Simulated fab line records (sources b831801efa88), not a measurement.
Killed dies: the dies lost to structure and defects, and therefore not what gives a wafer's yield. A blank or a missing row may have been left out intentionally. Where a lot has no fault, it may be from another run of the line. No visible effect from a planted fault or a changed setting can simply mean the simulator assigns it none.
fab line records ; flow sky130
[record] lots = 12; wafers = 36; last_day = 50
route steps=708 shown FIELD_ISO@26 DNWELL@44 PWDE@54 VT_ADJUST_HVTP@89 PAD_OPEN@708
lots that met no fault: from a run of the same line without faults
start_h: start of the lot's first displayed wafer, in hours after the record's first day ; wait_h: hours elapsed since this lot's preceding step ; " identical to the entry in the row above ; L1.1+2: several wafers, shown together as one row ; - no value, or no start was given ; * or withheld: withheld ; < > ~ a bound
route shown NAME@n: a module of which the file shows steps, and the number in the route of the first ; usual: average and standard deviation across the fault-free wafers ; same: alike in all rows ; chamber/n: place in a boat ; sites: each site's reading ; _std_site: how widely they spread, as a standard deviation ; _edge_site: inner sites' mean taken away from outer sites' mean ; radius_mm: for every site, how far away it sits from the centre of the wafer ; mask NAME#n: copy n ; behind: the most recent tool/chamber to have shaped the wafer ; hold: the reason the lot was held/the length of the hold in hours/how it ended ; device: transistor that didn't switch, given as n, p or np ; end of line: the same wafers' tests at the end of the route ; a step given without rows: its recipe and nothing more ; killed: dies that structure and defects cost at the first sort, which is not the same as the wafer's yield ; map: per-die view of a wafer (x killed, . not killed, _ where there is no die)
set.NAME: the setting the step ran with; set.NAME@STEP: the setting that earlier step ran with ; model.NAME: the simulator's own value behind a step, which no gauge read
a sample of lots followed through the steps of the route, with each step as a table and each wafer as a row
services: a tool's chamber out of use, with start hour (start_h, from the record's first day; less than 0 if before it), hours out, and reason
[[steps]]
[step SKY_FIELD_ISO_THK_MEAS_25]
[recipe] reads = SiO2_of_FIELD_ISO_CVD_24
[usual] FIELD_ISO_CVD_24_THK = 596/6.4
lot.wafer;tool;chamber;start_h;wait_h;FIELD_ISO_CVD_24_THK[nm]
L781.2;film_metro-04;-;30.81;0.0;607
L781.3;film_metro-04;-;30.81;0.0;600
L781.4;film_metro-04;-;30.81;0.0;598
L782.1;film_metro-04;-;36.07;0.0;602
L782.5;film_metro-04;-;36.07;0.0;594
L782.6;film_metro-04;-;36.07;0.0;605
L783.2;film_metro-02;-;40.75;0.0;598
L783.5;film_metro-02;-;40.75;0.0;594
L783.6;film_metro-02;-;40.75;0.0;593
L785.2;film_metro-02;-;50.93;0.0;606
L785.3;film_metro-02;-;50.93;0.0;606
L785.6;film_metro-02;-;50.93;0.0;597
L786.1;film_metro-01;-;55.84;0.0;585
L786.2;film_metro-01;-;55.84;0.0;590
L786.3;film_metro-01;-;55.84;0.0;587
L787.1;film_metro-04;-;60.81;0.0;601
L787.3;film_metro-04;-;60.81;0.0;600
L787.4;film_metro-04;-;60.81;0.0;593
L789.2;film_metro-01;-;71.03;0.0;598
L789.4;film_metro-01;-;71.03;0.0;599
L789.6;film_metro-01;-;71.03;0.0;602
L798.2;film_metro-01;-;118.45;0.0;593
L798.3;film_metro-01;-;118.45;0.0;593
L798.6;film_metro-01;-;118.45;0.0;600
L799.1;film_metro-01;-;122.40;0.0;592
L799.3;film_metro-01;-;122.40;0.0;598
L799.5;film_metro-01;-;122.40;0.0;599
L801.1;film_metro-02;-;137.35;0.0;590
L801.5;film_metro-02;-;137.35;0.0;594
L801.6;film_metro-02;-;137.35;0.0;595
L802.3;film_metro-04;-;140.11;0.1;580
L802.4;film_metro-04;-;140.11;0.1;589
L802.6;film_metro-04;-;140.11;0.1;587
L804.2;film_metro-04;-;149.89;0.0;598
L804.3;film_metro-04;-;149.89;0.0;598
L804.5;film_metro-04;-;149.89;0.0;598
[step SKY_DNWELL_TW_MEAS_09]
[usual] DNWELL_TW = 1116/5.7
lot.wafer;tool;chamber;start_h;wait_h;DNWELL_TW
L781.2;film_metro-03;-;50.00;0.1;1113
L781.3;film_metro-03;-;50.00;0.1;1120
L781.4;film_metro-03;-;50.00;0.1;1123
L782.1;film_metro-03;-;55.39;0.1;1113
L782.5;film_metro-03;-;55.39;0.1;1115
L782.6;film_metro-03;-;55.39;0.1;1115
L783.2;film_metro-03;-;59.86;0.1;1117
L783.5;film_metro-03;-;59.86;0.1;1117
L783.6;film_metro-03;-;59.86;0.1;1115
L785.2;film_metro-03;-;70.77;0.1;1113
L785.3;film_metro-03;-;70.77;0.1;1112
L785.6;film_metro-03;-;70.77;0.1;1116
L786.1;film_metro-03;-;75.35;0.1;1115
L786.2;film_metro-03;-;75.35;0.1;1113
L786.3;film_metro-03;-;75.35;0.1;1119
L787.1;film_metro-01;-;81.09;0.1;1110
L787.3;film_metro-01;-;81.09;0.1;1112
L787.4;film_metro-01;-;81.09;0.1;1110
L789.2;film_metro-03;-;92.25;0.1;1115
L789.4;film_metro-03;-;92.25;0.1;1123
L789.6;film_metro-03;-;92.25;0.1;1116
L798.2;film_metro-01;-;141.91;0.1;1123
L798.3;film_metro-01;-;141.91;0.1;1116
L798.6;film_metro-01;-;141.91;0.1;1122
L799.1;film_metro-02;-;145.75;0.1;1109
L799.3;film_metro-02;-;145.75;0.1;1100
L799.5;film_metro-02;-;145.75;0.1;1105
L801.1;film_metro-02;-;161.91;0.1;1108
L801.5;film_metro-02;-;161.91;0.1;1117
L801.6;film_metro-02;-;161.91;0.1;1113
L802.3;film_metro-02;-;164.02;0.1;1110
L802.4;film_metro-02;-;164.02;0.1;1108
L802.6;film_metro-02;-;164.02;0.1;1116
L804.2;film_metro-03;-;176.57;0.1;1116
L804.3;film_metro-03;-;176.57;0.1;1117
L804.5;film_metro-03;-;176.57;0.1;1118
[step SKY_PWDE_STRIP_09]
[recipe] chemistry = O2/N2; power_w = 1400; pressure_mtorr = 1500; platen_temp_c = withheld; o2_flow_sccm = 3000; n2_flow_sccm = 300; overash_fraction = 0.5
[usual] drypump_motor_current_A = 5.7/0.52; oes_product_au = 0.722/0.0039; strip_time_to_endpoint_s = 36.86/0.1
lot.wafer;tool;chamber;start_h;wait_h;drypump_motor_current_A;oes_product_au;rf_hours_counter_h;strip_time_to_endpoint_s
L781.2;plasma_asher-03;1;65.24;0.1;5.7;0.718;26;36.96
L781.3;plasma_asher-03;1;65.24;0.1;5.8;0.713;-;37.07
L781.4;plasma_asher-03;0;65.24;0.1;5.4;0.720;-;37.02
L782.1;plasma_asher-03;0;71.04;0.1;5.4;0.721;27;37.03
L782.5;plasma_asher-03;0;71.04;0.1;5.4;0.723;-;36.95
L782.6;plasma_asher-03;1;71.04;0.1;5.7;0.724;-;36.95
L783.2;plasma_asher-04;0;76.21;0.1;5.9;0.725;38;36.93
L783.5;plasma_asher-04;1;76.21;0.1;6.0;0.726;-;36.84
L783.6;plasma_asher-04;0;76.21;0.1;5.9;0.726;-;36.81
L785.2;plasma_asher-04;1;88.06;0.1;6.0;0.720;39;36.85
L785.3;plasma_asher-04;0;88.06;0.1;5.9;0.722;-;37.00
L785.6;plasma_asher-04;1;88.06;0.1;6.0;0.721;-;36.92
L786.1;plasma_asher-01;1;90.99;0.1;6.3;0.719;41;36.72
L786.2;plasma_asher-01;0;90.99;0.1;4.8;0.723;41;36.83
L786.3;plasma_asher-01;0;90.99;0.1;4.8;0.723;-;36.78
L787.1;plasma_asher-04;1;98.14;0.1;6.0;0.715;40;36.77
L787.3;plasma_asher-04;1;98.14;0.1;6.0;0.722;-;36.88
L787.4;plasma_asher-04;0;98.14;0.1;5.9;0.726;-;36.92
L789.2;plasma_asher-04;1;109.11;0.1;6.0;0.726;41;37.02
L789.4;plasma_asher-04;0;109.11;0.1;5.9;0.723;-;37.09
L789.6;plasma_asher-04;0;109.11;0.1;5.9;0.714;-;37.03
L798.2;plasma_asher-04;0;160.40;0.1;5.9;0.721;46;36.78
L798.3;plasma_asher-04;0;160.40;0.1;5.9;0.723;-;36.89
L798.6;plasma_asher-04;1;160.40;0.1;6.0;0.721;-;36.87
L799.1;plasma_asher-01;1;164.71;0.1;6.2;0.725;49;36.81
L799.3;plasma_asher-01;1;164.71;0.1;6.2;0.725;-;36.87
L799.5;plasma_asher-01;0;164.71;0.1;4.8;0.715;-;36.93
L801.1;plasma_asher-01;0;182.39;0.1;4.8;0.730;50;36.79
L801.5;plasma_asher-01;1;182.39;0.1;6.2;0.719;-;36.98
L801.6;plasma_asher-01;0;182.39;0.1;4.8;0.721;-;36.88
L802.3;plasma_asher-03;1;185.17;0.1;5.8;0.717;-;36.69
L802.4;plasma_asher-03;0;185.17;0.1;5.4;0.710;-;36.81
L802.6;plasma_asher-03;1;185.17;0.1;5.7;0.729;-;36.82
L804.2;plasma_asher-03;0;197.69;0.1;5.4;0.721;38;36.78
L804.3;plasma_asher-03;1;197.69;0.1;5.7;0.721;-;36.69
L804.5;plasma_asher-03;0;197.69;0.1;5.4;0.718;-;36.74
[step SKY_VT_ADJUST_HVTP_EXPOSE_04]
[recipe] mask_id = HVTPM; na = 0.6; source_shape = conventional; sigma_outer = 0.6; polarization = unpolarized; target_cd_nm = 380; dose_mj = 140
[same] sigma_outer = 0.6
lot.wafer;tool;chamber;start_h;wait_h;mask
L781.2+3+4;iline_stepper-02;0;107.50;-;HVTPM#0
L782.1+5+6;iline_stepper-01;0;116.50;-;HVTPM#0
L783.2+5+6;iline_stepper-02;0;119.94;-;HVTPM#0
L785.2+3+6;iline_stepper-02;0;133.21;-;HVTPM#0
L786.1+2+3;iline_stepper-02;0;135.14;-;HVTPM#0
L787.1+3+4;iline_stepper-01;0;143.67;-;HVTPM#0
L789.2+4+6;iline_stepper-02;0;156.07;-;HVN_STD_DERIVED#0
L798.2+3+6;iline_stepper-02;0;215.49;-;HVTPM#0
L799.1+3+5;iline_stepper-01;0;220.55;-;HVTPM#0
L801.1+5+6;iline_stepper-02;0;238.97;-;HVTPM#0
L802.3+4+6;iline_stepper-01;0;244.46;-;HVTPM#0
L804.2+3+5;iline_stepper-02;0;256.65;-;HVTPM#0
[step SKY_VT_ADJUST_HVTP_CD_MEAS_07]
[recipe] target_cd_nm = 380
[usual] cd_nm = 379.8/2.3
lot.wafer;tool;chamber;start_h;wait_h;cd_nm
L781.2;cd_sem-01;-;116.41;0.1;379.7
L781.3;cd_sem-01;-;116.41;0.1;378.7
L781.4;cd_sem-01;-;116.41;0.1;379.5
L782.1;cd_sem-02;-;124.59;0.1;379.3
L782.5;cd_sem-02;-;124.59;0.1;377.5
L782.6;cd_sem-02;-;124.59;0.1;376.9
L783.2;cd_sem-01;-;128.76;0.1;378.6
L783.5;cd_sem-01;-;128.76;0.1;382.4
L783.6;cd_sem-01;-;128.76;0.1;381.7
L785.2;cd_sem-01;-;141.69;0.1;377.8
L785.3;cd_sem-01;-;141.69;0.1;377.9
L785.6;cd_sem-01;-;141.69;0.1;379.7
L786.1;cd_sem-02;-;143.90;0.1;381.0
L786.2;cd_sem-02;-;143.90;0.1;381.7
L786.3;cd_sem-02;-;143.90;0.1;378.3
L787.1;cd_sem-01;-;153.69;0.1;377.9
L787.3;cd_sem-01;-;153.69;0.1;377.4
L787.4;cd_sem-01;-;153.69;0.1;379.8
L789.2;cd_sem-02;-;164.67;0.1;-
L789.4;cd_sem-02;-;164.67;0.1;-
L789.6;cd_sem-02;-;164.67;0.1;-
L798.2;cd_sem-02;-;226.39;0.1;384.1
L798.3;cd_sem-02;-;226.39;0.1;382.7
L798.6;cd_sem-02;-;226.39;0.1;383.9
L799.1;cd_sem-01;-;231.55;0.1;380.1
L799.3;cd_sem-01;-;231.55;0.1;381.2
L799.5;cd_sem-01;-;231.55;0.1;379.6
L801.1;cd_sem-01;-;250.70;0.1;381.8
L801.5;cd_sem-01;-;250.70;0.1;380.6
L801.6;cd_sem-01;-;250.70;0.1;379.1
L802.3;cd_sem-01;-;256.06;0.1;377.1
L802.4;cd_sem-01;-;256.06;0.1;377.9
L802.6;cd_sem-01;-;256.06;0.1;380.5
L804.2;cd_sem-01;-;268.94;0.1;382.1
L804.3;cd_sem-01;-;268.94;0.1;382.5
L804.5;cd_sem-01;-;268.94;0.1;382.4
[step SKY_VT_ADJUST_HVTP_TW_MEAS_11]
[usual] VT_ADJUST_HVTP_TW = 1361/13
lot.wafer;tool;chamber;start_h;wait_h;hold;VT_ADJUST_HVTP_TW
L781.2;film_metro-02;-;116.81;0.1;-;1370
L781.3;film_metro-02;-;116.81;0.1;-;1369
L781.4;film_metro-02;-;116.81;0.1;-;1371
L782.1;film_metro-03;-;125.00;0.1;-;1360
L782.5;film_metro-03;-;125.00;0.1;-;1362
L782.6;film_metro-03;-;125.00;0.1;-;1355
L783.2;film_metro-03;-;129.16;0.1;-;1363
L783.5;film_metro-03;-;129.16;0.1;-;1358
L783.6;film_metro-03;-;129.16;0.1;-;1354
L785.2;film_metro-04;-;142.09;0.1;-;1344
L785.3;film_metro-04;-;142.09;0.1;-;1348
L785.6;film_metro-04;-;142.09;0.1;-;1337
L786.1;film_metro-03;-;144.31;0.1;-;1371
L786.2;film_metro-03;-;144.31;0.1;-;1349
L786.3;film_metro-03;-;144.31;0.1;-;1357
L787.1;film_metro-04;-;154.10;0.1;-;1353
L787.3;film_metro-04;-;154.10;0.1;-;1355
L787.4;film_metro-04;-;154.10;0.1;-;1351
L789.2;film_metro-04;-;165.07;0.1;await_dispo/0.2h/release;30
L789.4;film_metro-04;-;165.07;0.1;await_dispo/0.2h/release;30
L789.6;film_metro-04;-;165.07;0.1;await_dispo/0.2h/release;30
L789.2;film_metro-04;-;165.30;0.2;-;30
L789.4;film_metro-04;-;165.30;0.2;-;30
L789.6;film_metro-04;-;165.30;0.2;-;30
L798.2;film_metro-03;-;226.79;0.1;-;1383
L798.3;film_metro-03;-;226.79;0.1;-;1382
L798.6;film_metro-03;-;226.79;0.1;-;1387
L799.1;film_metro-04;-;231.96;0.1;-;1343
L799.3;film_metro-04;-;231.96;0.1;-;1342
L799.5;film_metro-04;-;231.96;0.1;-;1352
L801.1;film_metro-03;-;251.11;0.1;-;1387
L801.5;film_metro-03;-;251.11;0.1;-;1394
L801.6;film_metro-03;-;251.11;0.1;-;1377
L802.3;film_metro-03;-;256.45;0.1;-;1379
L802.4;film_metro-03;-;256.45;0.1;-;1384
L802.6;film_metro-03;-;256.45;0.1;-;1385
L804.2;film_metro-02;-;269.34;0.1;-;1358
L804.3;film_metro-02;-;269.34;0.1;-;1363
L804.5;film_metro-02;-;269.34;0.1;-;1373
[step SKY_PAD_OPEN_PROBE_99]
[usual] defect_limited_yield = 82.3/2; killed_at_M0_to_M3 = 43/7; killed_at_M4_up = 3.5/1.9; killed_at_contacts = 24/5.3; killed_at_front_end = 15/4.4; killed_at_other = 0.3/0.69; killed_dies = 87/9.7; killed_open = 48/7; killed_short = 39/6.4; sort_bin_3_pad_short = 0.9/0.46; sort_bin_5_function = 10.5/1.4; sort_bin_6_memory = 6.3/1.2; sort_n_pass = 405/9.7; sort_yield_pct = 82.3/2
[same] gross_dies = 492; killed_at_back_side = 0; sort_bin_4_leakage[%] = 0; sort_bin_8_speed[%] = 0
lot.wafer;tool;chamber;start_h;wait_h;defect_limited_yield[%];killed_at_M0_to_M3;killed_at_M4_up;killed_at_contacts;killed_at_front_end;killed_at_other;killed_dies;killed_open;killed_short;sort_bin_3_pad_short[%];sort_bin_5_function[%];sort_bin_6_memory[%];sort_n_pass;sort_yield_pct[%]
L786.1;prober-01;-;1102.39;0.1;80.1;53;7;20;18;0;98;54;44;1.4;11.0;7.5;394;80.1
L786.2;prober-01;-;1102.44;0.1;84.3;35;8;22;12;0;77;39;38;0.8;8.9;5.9;415;84.3
L786.3;prober-01;-;1102.49;0.2;82.3;47;5;14;21;0;87;37;50;0.6;11.0;6.1;405;82.3
L798.2;prober-02;-;1168.92;0.1;80.1;56;1;11;28;2;98;56;41;1.2;12.6;6.1;394;80.1
L798.3;prober-02;-;1168.97;0.2;82.3;44;4;22;17;0;87;54;31;0.6;11.8;5.3;405;82.3
L798.6;prober-02;-;1169.12;0.2;81.1;42;3;26;21;1;93;44;47;0.2;12.0;6.7;399;81.1
// killed by level:class
L786.1 VIA1:geometric_particle:open=18 VIA2:geometric_particle:open=9 VIA3:geometric_particle:open=8 LOCAL_INTERCONNECT:geometric_particle:short=8 VIA1:geometric_particle:short=6 METAL4:geometric_particle:short=5 POLY_GATE:geometric_particle:short=4 POLY_GATE:geometric_particle:open=4
L786.2 VIA1:geometric_particle:open=7 CONTACT:geometric_particle:open=6 LI_CONTACT:geometric_particle:open=6 VIA3:geometric_particle:open=6 METAL4:geometric_particle:short=6 METAL2:geometric_particle:short=5 FIELD_ISO:geometric_particle:open=4 LOCAL_INTERCONNECT:geometric_particle:short=4
L786.3 VIA1:geometric_particle:open=10 VIA1:geometric_particle:short=7 METAL2:geometric_particle:short=7 FIELD_ISO:geometric_particle:short=5 METAL1:geometric_particle:short=5 VIA2:geometric_particle:open=5 POLY_GATE:geometric_particle:open=4 SPACER:geometric_particle:open=4
L798.2 VIA1:geometric_particle:open=9 VIA3:geometric_particle:open=9 VIA2:geometric_particle:open=9 METAL2:geometric_particle:short=8 FIELD_ISO:geometric_particle:open=6 POLY_GATE:geometric_particle:short=6 POLY_GATE:geometric_particle:open=5 METAL1:geometric_particle:short=5
L798.3 VIA3:geometric_particle:open=9 VIA1:geometric_particle:open=8 CONTACT:geometric_particle:open=7 LI_CONTACT:geometric_particle:open=6 VIA2:geometric_particle:open=6 POLY_GATE:geometric_particle:short=4 VIA2:geometric_particle:short=4 CONTACT:geometric_particle:short=4
L798.6 CONTACT:geometric_particle:open=13 POLY_GATE:geometric_particle:short=8 VIA1:geometric_particle:open=8 METAL1:geometric_particle:short=7 VIA3:geometric_particle:short=6 POLY_GATE:geometric_particle:open=5 VIA1:geometric_particle:short=5 VIA2:geometric_particle:open=5
[[services]]
tool;chamber;start_h;hours;kind
plasma_asher-01;-;42.20;2.8;pm
plasma_asher-03;-;80.11;11.8;repair
iline_stepper-02;-;81.67;1.7;pm
iline_stepper-02;0;91.61;-;calibration
plasma_asher-04;-;116.08;2.8;pm
iline_stepper-01;-;140.63;1.7;pm
plasma_asher-03;-;147.20;1.1;repair
plasma_asher-01;-;152.22;0.9;repair
iline_stepper-01;-;155.70;0.8;pm
iline_stepper-02;-;159.07;4.4;pm
plasma_asher-01;-;160.19;0.6;repair
plasma_asher-04;-;171.99;2.6;repair
iline_stepper-01;0;179.69;-;calibration
iline_stepper-01;-;229.50;5.8;repair
[[key]]
[first_sign] step = SKY_VT_ADJUST_HVTP_EXPOSE_04; reading = mask; direction = changed
[effect] step = SKY_VT_ADJUST_HVTP_CD_MEAS_07; reading = cd_nm; direction = missing
[effect] step = SKY_VT_ADJUST_HVTP_TW_MEAS_11; reading = visit; direction = added
[effect] step = SKY_VT_ADJUST_HVTP_TW_MEAS_11; reading = VT_ADJUST_HVTP_TW; direction = down; sigmas = 99+; usual = 1361; struck = 30
met_at SKY_VT_ADJUST_HVTP_EXPOSE_04
struck_lots L789
scrapped_behind SKY_VT_ADJUST_HVTP_TW_MEAS_11 L789.2,L789.4,L789.6
not_acting_at SKY_FIELD_ISO_THK_MEAS_25,SKY_DNWELL_TW_MEAS_09,SKY_PWDE_STRIP_09
onset_between 135.14 156.07
[fault] kind = wrong_mask; tool = any; chamber = -; onset_h = 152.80; steps = SKY_VT_ADJUST_HVTP_EXPOSE_04; aux_copy = HVN_STD_DERIVED#0; scope = struck_lots_only
